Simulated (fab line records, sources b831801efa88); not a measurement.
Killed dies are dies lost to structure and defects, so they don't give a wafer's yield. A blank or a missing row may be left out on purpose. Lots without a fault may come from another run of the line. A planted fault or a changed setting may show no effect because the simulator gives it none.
Which tool did it? | flow sky130 | 6 lots, 18 wafers sampled, at 5 steps of a route of 708

WHAT THE GAUGES READ, wafer by wafer
SKY_METAL1_THK_MEAS_06: measures by xrf.
lot  | measured     | on            | METAL1_ALCU_THK (nm)
L227 | day 32 12:13 | film_metro-04 | 250 250 255
L231 | day 33 22:33 | film_metro-02 | 251 251 246
L233 | day 34 05:22 | film_metro-01 | 249 245 244
L235 | day 35 04:16 | film_metro-04 | 248 250 248
L241 | day 37 03:04 | film_metro-01 | 251 251 249
L247 | day 38 21:02 | film_metro-04 | 250 246 249

WHICH TOOL RAN EACH LOT (tool, then ch and the chambers of the sampled wafers, then the start)
lot  | SKY_RES_XHIGH_COAT_02             | SKY_RES_XHIGH_STRIP_08               | SKY_CONTACT_ETCH_16                | SKY_CONTACT_ETCH_17
L227 | litho_track-01 ch 0, day 26 23:20 | plasma_asher-03 ch 0,1, day 27 14:29 | rie_diel-02 ch 0,1,3, day 32 10:35 | rie_diel-02 ch 0,1,3, day 32 10:38
L231 | litho_track-02 ch 0, day 28 12:02 | plasma_asher-02 ch 0,1, day 29 03:08 | rie_diel-04 ch 0,1,2, day 33 20:51 | rie_diel-04 ch 0,1,2, day 33 20:53
L233 | litho_track-03 ch 0, day 28 20:05 | plasma_asher-04 ch 0,1, day 29 10:08 | rie_diel-03 ch 0,1,2, day 34 03:30 | rie_diel-03 ch 0,1,2, day 34 03:32
L235 | litho_track-03 ch 0, day 29 19:17 | plasma_asher-02 ch 0,1, day 30 09:11 | rie_diel-03 ch 0,1,3, day 35 02:32 | rie_diel-03 ch 0,1,3, day 35 02:35
L241 | litho_track-03 ch 0, day 31 21:56 | plasma_asher-04 ch 0,1, day 32 11:20 | rie_diel-03 ch 0,2,3, day 37 01:23 | rie_diel-03 ch 0,2,3, day 37 01:26
L247 | litho_track-02 ch 0, day 33 18:17 | plasma_asher-04 ch 0,1, day 34 07:38 | rie_diel-03 ch 0,2,3, day 38 19:08 | rie_diel-03 ch 0,2,3, day 38 19:11
- SKY_RES_XHIGH_COAT_02: resist thk 1140 nm.
- SKY_RES_XHIGH_STRIP_08: strips in O2/N2.
- SKY_CONTACT_ETCH_16: etches BARC in N2/H2, stops on SiO2, time 45.9 s, target depth 60 nm.
- SKY_CONTACT_ETCH_17: etches SiO2 in C4F8/O2/Ar, stops on Si3N4, target depth 340 nm.

THE ANSWER, worked out from the rows above alone
Rule: what is usual is taken from the lots themselves. Put in order of their means at a reading, lots are off if they are a third of the lots or fewer, leave a main group of 4 or more, and stand apart from it by a gap of 3 or more times the standard deviation of the main group's means; of several such gaps the widest counts. A main group whose means are all the same, to the digits that the tables above print for the reading, isn't used. A lot without any number at a reading at which 4 lots or more have one is off too. The other lots that the step has rows for count as sound.
No lot is off at any reading shown: from this, nothing can be told.

WHAT THE SIMULATOR HAD PUT IN
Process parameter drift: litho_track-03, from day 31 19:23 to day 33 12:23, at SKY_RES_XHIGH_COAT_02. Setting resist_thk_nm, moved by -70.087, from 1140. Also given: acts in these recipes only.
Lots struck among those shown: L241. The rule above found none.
